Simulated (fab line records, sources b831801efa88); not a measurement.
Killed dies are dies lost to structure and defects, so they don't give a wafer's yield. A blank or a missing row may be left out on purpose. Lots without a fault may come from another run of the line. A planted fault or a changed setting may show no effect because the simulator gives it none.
fab line records | flow gf180mcu
record lots=24 wafers=72 last_day=34
route steps=602 shown M2@368 M3@412 V3@446 V4@493
lots that met no fault: from a run of the same line without faults
start_h: hours from the record's first day to the start of the lot's first wafer shown | wait_h: hours since the lot's step before | " the same as in the row above | L1.1+2: a row that stands for several wafers | - no value, or no start given | * or withheld: withheld | < > ~ a bound
route shown NAME@n: a module of which the file shows steps, and the number in the route of the first | usual: mean/standard deviation of fault-free wafers | same: alike in all rows | chamber/n: place in a boat | sites: the reading at each site | _std_site: their standard deviation | _edge_site: outer sites' mean less inner sites' | radius_mm: how far each site lies from the wafer's centre | mask NAME#n: copy n | behind: the tool/chamber that last shaped the wafer | hold: why the lot was held/for how many hours/how that ended | device: the transistor (n, p or np) that didn't switch | end of line: the same wafers' tests at the end of the route | a step without rows: its recipe alone | killed: dies lost to structure and defects at the first sort, not the wafer's yield | map: a wafer's dies, x killed, . not, _ none there
set.NAME: the setting as run; set.NAME@STEP: as run at that earlier step | model.NAME: the simulator's own value behind a step, which no gauge read
steps of the route over a sample of lots; a table a step, a row a wafer
services: from which hour (start_h, from the record's first day; less than 0 if before it) a tool's chamber was out of use, for how many hours, and why
## steps
# step GF_M2_THK_MEAS_06
# recipe thk_meas_gauge=xrf reads=AlCu_of_M2_SPUTTER_02
# usual M2_ALCU_THK=447/5.3
# columns lot.wafer tool chamber start_h wait_h M2_ALCU_THK[nm]
L074.1 film_metro-01 - 411.84 0.1 451
L074.4 " - " " 437
L074.6 " - " " 451
L075.1 film_metro-01 - 421.29 0.1 451
L075.2 " - " " 439
L075.4 " - " " 450
L076.1 film_metro-02 - 422.17 0.1 445
L076.2 " - " " 449
L076.4 " - " " 444
L077.4 film_metro-01 - 440.15 0.1 455
L077.5 " - " " 447
L077.6 " - " " 448
L078.1 film_metro-01 - 456.95 0.1 449
L078.4 " - " " 439
L078.5 " - " " 443
L079.1 film_metro-04 - 472.08 0.1 451
L079.2 " - " " 454
L079.3 " - " " 452
L080.1 film_metro-02 - 472.47 0.1 444
L080.4 " - " " 445
L080.5 " - " " 441
L083.1 film_metro-04 - 503.09 0.1 452
L083.2 " - " " 455
L083.3 " - " " 443
L081.1 film_metro-01 - 504.16 0.1 447
L081.2 " - " " 447
L081.3 " - " " 446
L082.2 film_metro-01 - 504.77 0.1 448
L082.4 " - " " 447
L082.6 " - " " 439
L084.1 film_metro-01 - 523.41 0.1 448
L084.5 " - " " 447
L084.6 " - " " 450
L085.1 film_metro-04 - 526.21 0.1 454
L085.3 " - " " 455
L085.5 " - " " 452
L086.3 film_metro-04 - 526.46 0.1 454
L086.5 " - " " 450
L086.6 " - " " 446
L088.1 film_metro-04 - 533.69 0.1 439
L088.4 " - " " 442
L088.5 " - " " 449
L087.2 film_metro-01 - 535.64 0.1 447
L087.3 " - " " 443
L087.5 " - " " 449
L091.4 film_metro-04 - 551.66 0.1 443
L091.5 " - " " 443
L091.6 " - " " 443
L089.1 film_metro-04 - 556.76 0.1 438
L089.3 " - " " 448
L089.5 " - " " 447
L090.3 film_metro-01 - 556.90 0.1 447
L090.4 " - " " 444
L090.5 " - " " 453
L092.4 film_metro-02 - 564.24 0.1 442
L092.5 " - " " 446
L092.6 " - " " 434
L093.2 film_metro-01 - 570.90 0.1 457
L093.3 " - " " 449
L093.5 " - " " 457
L094.1 film_metro-01 - 572.31 0.1 456
L094.5 " - " " 456
L094.6 " - " " 453
L095.4 film_metro-04 - 581.59 0.1 443
L095.5 " - " " 438
L095.6 " - " " 447
L096.1 film_metro-01 - 588.56 0.1 438
L096.3 " - " " 439
L096.4 " - " " 441
L097.2 film_metro-04 - 597.62 0.1 444
L097.3 " - " " 451
L097.5 " - " " 444
# step GF_M3_SPUTTER_03
# recipe material=Ti target_thk_nm=10 substrate_temp_c=300 chamber_pressure_pa=0.3 power_w=3000 time_s=6.7
# usual chamber_pressure_pa=0.2999/0.0006 throttle_valve_pct=29.9/1.1
# columns lot.wafer tool chamber start_h wait_h chamber_pressure_pa throttle_valve_pct
L074.1 pvd_sputter-02 - 462.25 0.0 0.2998 28.7
L074.4 " - " " 0.2994 27.6
L074.6 " - " " 0.2993 29.9
L075.1 pvd_sputter-04 - 472.26 0.0 0.3007 29.1
L075.2 " - " " 0.3004 29.8
L075.4 " - " " 0.3004 29.8
L076.1 pvd_sputter-04 - 473.82 0.0 0.2999 29.3
L076.2 " - " " 0.2989 29.0
L076.4 " - " " 0.3000 29.7
L077.4 pvd_sputter-01 - 490.69 0.0 0.2998 32.0
L077.5 " - " " 0.3003 30.6
L077.6 " - " " 0.2993 31.8
L078.1 pvd_sputter-04 - 507.55 0.0 0.3006 29.1
L078.4 " - " " 0.2997 29.8
L078.5 " - " " 0.2997 29.7
L079.1 pvd_sputter-04 - 521.43 0.0 0.3001 30.2
L079.2 " - " " 0.2993 28.8
L079.3 " - " " 0.3000 29.9
L080.1 pvd_sputter-04 - 522.38 0.0 0.2998 29.3
L080.4 " - " " 0.3002 28.8
L080.5 " - " " 0.3003 30.0
L083.1 pvd_sputter-04 - 551.75 0.0 0.3003 29.7
L083.2 " - " " 0.3001 30.0
L083.3 " - " " 0.3006 29.2
L081.1 pvd_sputter-02 - 552.75 0.0 0.2996 27.4
L081.2 " - " " 0.3004 28.4
L081.3 " - " " 0.2997 29.6
L082.2 pvd_sputter-04 - 553.61 0.0 0.3002 28.8
L082.4 " - " " 0.3005 29.2
L082.6 " - " " 0.2989 29.4
L084.1 pvd_sputter-02 - 570.36 0.0 0.2994 30.7
L084.5 " - " " 0.2995 30.6
L084.6 " - " " 0.3012 28.6
L085.1 pvd_sputter-01 - 572.75 0.0 0.3004 31.8
L085.3 " - " " 0.2998 29.7
L085.5 " - " " 0.2989 31.7
L086.3 pvd_sputter-02 - 573.31 0.0 0.3009 30.5
L086.5 " - " " 0.3007 29.7
L086.6 " - " " 0.3006 30.7
L088.1 pvd_sputter-01 - 580.25 0.0 0.2997 31.2
L088.4 " - " " 0.2985 30.7
L088.5 " - " " 0.3004 30.9
L087.2 pvd_sputter-01 - 581.91 0.0 0.2988 31.0
L087.3 " - " " 0.3000 29.4
L087.5 " - " " 0.3002 30.9
L091.4 pvd_sputter-01 - 597.60 0.0 0.3000 29.6
L091.5 " - " " 0.3002 31.3
L091.6 " - " " 0.2994 29.6
L089.1 pvd_sputter-02 - 602.05 0.0 0.3009 30.8
L089.3 " - " " 0.3015 28.4
L089.5 " - " " 0.3000 29.7
L090.3 pvd_sputter-04 - 602.42 0.0 0.3000 29.4
L090.4 " - " " 0.2989 29.7
L090.5 " - " " 0.3001 29.4
L092.4 pvd_sputter-02 - 608.64 0.0 0.2997 30.6
L092.5 " - " " 0.2995 30.6
L092.6 " - " " 0.3004 29.9
L093.2 pvd_sputter-01 - 615.82 0.0 0.2999 29.9
L093.3 " - " " 0.3006 30.4
L093.5 " - " " 0.3002 31.8
L094.1 pvd_sputter-01 - 616.99 0.0 0.2997 31.3
L094.5 " - " " 0.3000 31.7
L094.6 " - " " 0.2996 30.9
L095.4 pvd_sputter-01 - 625.82 0.0 0.2994 31.9
L095.5 " - " " 0.2999 31.3
L095.6 " - " " 0.3003 30.7
L096.1 pvd_sputter-04 - 631.20 0.0 0.2995 29.3
L096.3 " - " " 0.2993 29.1
L096.4 " - " " 0.3001 29.9
L097.2 pvd_sputter-02 - 640.07 0.0 0.3000 30.6
L097.3 " - " " 0.3005 28.5
L097.5 " - " " 0.3005 30.7
# step GF_V3_ETCH_17
# recipe chemistry=C4F8/O2/Ar mask_material=KrF target=SiO2 stop_on=TiN source_w=1500 bias_w=1200 pressure_mtorr=40 c4f8_flow_sccm=withheld O2_flow_sccm=6 Ar_flow_sccm=300 time_s=withheld target_depth_a=6350
# usual oes_product_au=0.856/0.0045
# columns lot.wafer tool chamber start_h wait_h oes_product_au
L074.1 rie_diel-02 3 - - 0.859
L074.4 " 0 " " 0.853
L074.6 " 3 " " 0.854
L075.1 rie_diel-04 2 - - 0.853
L075.2 " 3 " " 0.855
L075.4 " 0 " " 0.848
L076.1 rie_diel-04 1 - - 0.847
L076.2 " 3 " " 0.854
L076.4 " 1 " " 0.856
L077.4 rie_diel-04 3 - - 0.868
L077.5 " 1 " " 0.855
L077.6 " 2 " " 0.861
L078.1 rie_diel-04 2 - - 0.859
L078.4 " 0 " " 0.856
L078.5 " 2 " " 0.855
L079.1 rie_diel-04 3 - - 0.859
L079.2 " 0 " " 0.858
L079.3 " 1 " " 0.859
L080.1 rie_diel-03 1 - - 0.853
L080.4 " 1 " " 0.857
L080.5 " 2 " " 0.856
L083.1 rie_diel-03 3 - - 0.860
L083.2 " 0 " " 0.853
L083.3 " 2 " " 0.856
L081.1 rie_diel-02 3 - - 0.857
L081.2 " 1 " " 0.865
L081.3 " 0 " " 0.857
L082.2 rie_diel-03 3 - - 0.850
L082.4 " 0 " " 0.856
L082.6 " 3 " " 0.853
L084.1 rie_diel-04 2 - - 0.850
L084.5 " 0 " " 0.858
L084.6 " 3 " " 0.859
L085.1 rie_diel-03 0 - - 0.854
L085.3 " 1 " " 0.855
L085.5 " 1 " " 0.861
L086.3 rie_diel-02 1 - - 0.855
L086.5 " 1 " " 0.857
L086.6 " 2 " " 0.859
L088.1 rie_diel-02 2 - - 0.863
L088.4 " 3 " " 0.859
L088.5 " 1 " " 0.861
L087.2 rie_diel-04 2 - - 0.858
L087.3 " 3 " " 0.857
L087.5 " 3 " " 0.846
L091.4 rie_diel-04 1 - - 0.858
L091.5 " 0 " " 0.858
L091.6 " 3 " " 0.857
L089.1 rie_diel-02 0 - - 0.855
L089.3 " 3 " " 0.854
L089.5 " 3 " " 0.857
L090.3 rie_diel-04 3 - - 0.858
L090.4 " 1 " " 0.857
L090.5 " 0 " " 0.859
L092.4 rie_diel-03 2 - - 0.862
L092.5 " 1 " " 0.861
L092.6 " 2 " " 0.864
L093.2 rie_diel-02 3 - - 0.852
L093.3 " 1 " " 0.856
L093.5 " 3 " " 0.851
L094.1 rie_diel-03 2 - - 0.869
L094.5 " 2 " " 0.853
L094.6 " 1 " " 0.858
L095.4 rie_diel-03 0 - - 0.861
L095.5 " 0 " " 0.858
L095.6 " 3 " " 0.856
L096.1 rie_diel-02 2 - - 0.859
L096.3 " 3 " " 0.862
L096.4 " 1 " " 0.854
L097.2 rie_diel-04 1 - - 0.860
L097.3 " 3 " " 0.865
L097.5 " 1 " " 0.854
# step GF_V4_ETCH_17
# recipe chemistry=C4F8/O2/Ar mask_material=KrF target=SiO2 stop_on=TiN source_w=1500 bias_w=1200 pressure_mtorr=40 c4f8_flow_sccm=withheld O2_flow_sccm=6 Ar_flow_sccm=300 time_s=withheld target_depth_a=6300
# usual oes_product_au=0.856/0.0047
# columns lot.wafer tool chamber start_h wait_h oes_product_au
L074.1 rie_diel-01 2 - - 0.854
L074.4 " 1 " " 0.850
L074.6 " 0 " " 0.860
L075.1 rie_diel-01 2 - - 0.857
L075.2 " 3 " " 0.857
L075.4 " 1 " " 0.854
L076.1 rie_diel-04 1 - - 0.853
L076.2 " 3 " " 0.848
L076.4 " 0 " " 0.862
L077.4 rie_diel-01 2 - - 0.860
L077.5 " 3 " " 0.852
L077.6 " 2 " " 0.851
L078.1 rie_diel-02 1 - - 0.858
L078.4 " 2 " " 0.850
L078.5 " 3 " " 0.857
L079.1 rie_diel-01 0 - - 0.856
L079.2 " 1 " " 0.851
L079.3 " 3 " " 0.856
L080.1 rie_diel-04 0 - - 0.861
L080.4 " 1 " " 0.856
L080.5 " 2 " " 0.855
L083.1 rie_diel-02 3 - - 0.857
L083.2 " 2 " " 0.855
L083.3 " 1 " " 0.860
L081.1 rie_diel-01 3 - - 0.859
L081.2 " 2 " " 0.852
L081.3 " 1 " " 0.850
L082.2 rie_diel-04 3 - - 0.855
L082.4 " 2 " " 0.859
L082.6 " 1 " " 0.850
L084.1 rie_diel-01 0 - - 0.853
L084.5 " 3 " " 0.865
L084.6 " 0 " " 0.855
L085.1 rie_diel-01 3 - - 0.858
L085.3 " 1 " " 0.857
L085.5 " 1 " " 0.861
L086.3 rie_diel-04 2 - - 0.852
L086.5 " 1 " " 0.857
L086.6 " 0 " " 0.851
L088.1 rie_diel-04 0 - - 0.857
L088.4 " 2 " " 0.857
L088.5 " 0 " " 0.853
L087.2 rie_diel-01 1 - - 0.862
L087.3 " 3 " " 0.862
L087.5 " 3 " " 0.856
L091.4 rie_diel-01 0 - - 0.859
L091.5 " 0 " " 0.860
L091.6 " 1 " " 0.855
L089.1 rie_diel-02 1 - - 0.861
L089.3 " 0 " " 0.869
L089.5 " 1 " " 0.853
L090.3 rie_diel-02 1 - - 0.854
L090.4 " 1 " " 0.861
L090.5 " 0 " " 0.854
L092.4 rie_diel-04 2 - - 0.855
L092.5 " 1 " " 0.860
L092.6 " 0 " " 0.863
L093.2 rie_diel-02 0 - - 0.867
L093.3 " 1 " " 0.850
L093.5 " 3 " " 0.852
L094.1 rie_diel-04 1 - - 0.864
L094.5 " 1 " " 0.856
L094.6 " 0 " " 0.856
L095.4 rie_diel-02 2 - - 0.847
L095.5 " 0 " " 0.859
L095.6 " 1 " " 0.857
L096.1 rie_diel-04 1 - - 0.853
L096.3 " 3 " " 0.859
L096.4 " 0 " " 0.860
L097.2 rie_diel-02 0 - - 0.870
L097.3 " 1 " " 0.859
L097.5 " 0 " " 0.855
# step GF_V4_RS_MEAS_24
# recipe thk_meas_gauge=four-point-probe reads=W_of_V4_CVD_23+TiN_of_V4_SPUTTER_22+Ti_of_V4_SPUTTER_21
# usual V4_W_RS=0.328/0.0037
# columns lot.wafer tool chamber start_h wait_h V4_W_RS[ohm/sq]
L074.1 film_metro-02 - 560.21 0.1 0.330
L074.4 " - " " 0.324
L074.6 " - " " 0.328
L075.1 film_metro-03 - 568.47 0.1 0.323
L075.2 " - " " 0.329
L075.4 " - " " 0.328
L076.1 film_metro-02 - 571.21 0.1 0.328
L076.2 " - " " 0.323
L076.4 " - " " 0.326
L077.4 film_metro-02 - 585.34 0.1 0.331
L077.5 " - " " 0.331
L077.6 " - " " 0.340
L078.1 film_metro-02 - 600.83 0.1 0.331
L078.4 " - " " 0.328
L078.5 " - " " 0.325
L079.1 film_metro-03 - 611.46 0.1 0.328
L079.2 " - " " 0.327
L079.3 " - " " 0.331
L080.1 film_metro-02 - 611.69 0.2 0.326
L080.4 " - " " 0.322
L080.5 " - " " 0.322
L083.1 film_metro-02 - 640.33 0.1 0.333
L083.2 " - " " 0.329
L083.3 " - " " 0.327
L081.1 film_metro-03 - 641.09 0.1 0.333
L081.2 " - " " 0.333
L081.3 " - " " 0.334
L082.2 film_metro-03 - 641.73 0.1 0.329
L082.4 " - " " 0.329
L082.6 " - " " 0.331
L084.1 film_metro-03 - 655.40 0.1 0.334
L084.5 " - " " 0.334
L084.6 " - " " 0.324
L085.1 film_metro-01 - 660.00 0.1 0.328
L085.3 " - " " 0.324
L085.5 " - " " 0.327
L086.3 film_metro-03 - 660.49 0.1 0.319
L086.5 " - " " 0.326
L086.6 " - " " 0.322
L088.1 film_metro-02 - 666.91 0.1 0.326
L088.4 " - " " 0.331
L088.5 " - " " 0.328
L087.2 film_metro-03 - 667.28 0.1 0.331
L087.3 " - " " 0.329
L087.5 " - " " 0.326
L091.4 film_metro-03 - 682.26 0.1 0.326
L091.5 " - " " 0.328
L091.6 " - " " 0.323
L089.1 film_metro-01 - 685.30 0.1 0.327
L089.3 " - " " 0.323
L089.5 " - " " 0.326
L090.3 film_metro-01 - 686.26 0.1 0.332
L090.4 " - " " 0.331
L090.5 " - " " 0.329
L092.4 film_metro-02 - 691.47 0.1 0.324
L092.5 " - " " 0.329
L092.6 " - " " 0.327
L093.2 film_metro-03 - 697.04 0.1 0.329
L093.3 " - " " 0.327
L093.5 " - " " 0.326
L094.1 film_metro-03 - 699.75 0.1 0.326
L094.5 " - " " 0.324
L094.6 " - " " 0.328
L095.4 film_metro-03 - 707.61 0.1 0.328
L095.5 " - " " 0.325
L095.6 " - " " 0.331
L096.1 film_metro-02 - 712.42 0.1 0.329
L096.3 " - " " 0.328
L096.4 " - " " 0.327
L097.2 film_metro-02 - 719.54 0.1 0.333
L097.3 " - " " 0.333
L097.5 " - " " 0.334
# step GF_V4_CMP_26
# recipe stop_on=SiO2 down_force_psi=3.5 platen_rpm=60 t_overpolish_s=15 target_thk_nm=0 pad_velocity_m_s=0.94248
# usual motor_current_A=10.8/0.87 overpolish_run_s=14.999/0.0091 time_to_endpoint_s=86/4.3
# columns lot.wafer tool chamber start_h wait_h motor_current_A overpolish_run_s time_to_endpoint_s
L074.4 cmp-01 2 560.44 0.1 11.1 14.992 91
L074.1 " 3 " " 10.2 14.994 84
L074.6 " 1 " " 11.4 14.996 92
L075.1 cmp-01 0 568.65 0.1 11.4 14.991 78
L075.2 " 2 " " 11.4 15.003 86
L075.4 " 3 " " 10.3 14.992 82
L076.1 cmp-01 1 571.39 0.1 11.7 14.983 93
L076.4 " 2 " " 11.4 14.994 90
L076.2 " 3 " " 9.9 15.007 87
L077.4 cmp-01 3 585.56 0.1 10.3 14.997 84
L077.5 " 1 " " 11.4 15.007 91
L077.6 " 2 " " 11.4 15.015 82
L078.4 cmp-01 1 601.01 0.0 10.9 14.983 92
L078.1 " 0 " " 10.9 14.990 80
L078.5 " 2 " " 10.8 14.997 90
L079.1 cmp-02 0 611.64 0.1 10.0 15.013 90
L079.2 " 1 " " 12.1 14.994 82
L079.3 " 3 " " 10.5 14.995 84
L080.4 cmp-01 2 611.92 0.1 11.4 15.004 90
L080.1 " 3 " " 10.2 14.996 84
L080.5 " 2 " " 11.5 15.017 85
L083.1 cmp-01 0 640.51 0.1 11.0 15.009 80
L083.3 " 1 " " 11.5 14.975 94
L083.2 " 2 " " 11.4 14.998 87
L081.3 cmp-02 2 641.27 0.0 9.3 15.014 88
L081.2 " 3 " " 11.1 15.000 89
L081.1 " 1 " " 11.8 15.015 81
L082.4 cmp-02 0 641.89 0.0 10.2 14.998 93
L082.2 " 2 " " 9.3 14.995 87
L082.6 " 1 " " 11.6 15.011 83
L084.1 cmp-02 0 655.73 0.2 10.1 14.999 87
L084.5 " 1 " " 11.6 15.007 78
L084.6 " 2 " " 8.9 15.004 84
L085.1 cmp-01 2 660.18 0.1 12.0 14.995 90
L085.3 " 3 " " 10.8 14.999 88
L085.5 " 3 " " 10.0 14.998 86
L086.3 cmp-02 1 660.78 0.2 11.6 15.003 85
L086.6 " 2 " " 9.2 14.990 86
L086.5 " 3 " " 11.1 14.999 84
L088.4 cmp-01 1 667.09 0.0 11.6 15.003 90
L088.1 " 3 " " 9.6 15.002 86
L088.5 " 2 " " 11.1 14.991 87
L087.3 cmp-02 3 667.44 0.0 10.8 15.002 85
L087.2 " 1 " " 11.6 14.990 79
L087.5 " 0 " " 9.9 14.993 88
L091.4 cmp-02 3 682.43 0.1 10.9 14.998 83
L091.5 " 2 " " 9.7 14.984 85
L091.6 " 3 " " 10.9 15.017 86
L089.1 cmp-01 0 685.58 0.1 10.8 14.999 79
L089.3 " 1 " " 12.3 15.003 89
L089.5 " 3 " " 9.9 15.002 81
L090.4 cmp-02 0 686.40 0.0 9.7 14.990 88
L090.3 " 3 " " 11.0 15.000 81
L090.5 " 1 " " 11.6 15.005 78
L092.4 cmp-02 0 691.59 0.0 10.3 15.009 91
L092.6 " 0 " " 10.2 15.007 87
L092.5 " 1 " " 11.3 15.003 77
L093.3 cmp-01 3 697.30 0.1 9.7 14.991 82
L093.2 " 0 " " 11.3 15.006 77
L093.5 " 2 " " 11.1 14.998 87
L094.1 cmp-02 1 700.03 0.1 12.0 15.007 80
L094.5 " 3 " " 10.9 14.983 85
L094.6 " 0 " " 10.2 14.994 89
L095.4 cmp-01 3 707.78 0.1 9.9 15.007 85
L095.5 " 2 " " 11.4 14.993 89
L095.6 " 3 " " 9.9 15.019 83
L096.4 cmp-02 1 712.60 0.0 11.8 14.996 79
L096.3 " 2 " " 9.1 14.987 84
L096.1 " 0 " " 9.6 14.998 85
L097.2 cmp-01 2 719.75 0.1 11.4 15.007 87
L097.3 " 0 " " 11.2 14.991 80
L097.5 " 2 " " 11.2 14.979 83
## services
# columns tool chamber start_h hours kind
rie_diel-02 - 443.82 28.1 pm
rie_diel-04 0 472.04 6.6 repair
rie_diel-04 - 484.89 2.8 pm
rie_diel-01 - 487.97 2.8 pm
cmp-01 - 507.01 2.7 pm
rie_diel-04 0 521.41 8.8 repair
pvd_sputter-04 - 522.68 4.2 repair
cmp-02 - 538.27 1.2 repair
cmp-01 - 544.59 4.8 pm
rie_diel-04 2 554.79 3.7 repair
cmp-02 - 560.83 0.2 repair
cmp-02 - 572.00 4.0 pm
rie_diel-01 - 585.79 1.1 repair
cmp-01 - 612.90 0.3 repair
cmp-01 - 629.91 1.7 repair
cmp-02 - 633.20 1.1 repair
rie_diel-02 - 636.40 0.6 repair
rie_diel-02 0 643.92 18.2 repair
cmp-02 - 662.42 4.5 pm
rie_diel-02 3 685.27 6.6 repair
cmp-02 - 685.39 0.6 repair
rie_diel-02 - 699.20 0.6 repair
cmp-01 - 712.49 1.9 repair
rie_diel-04 2 714.48 34.5 repair
## key
fault none
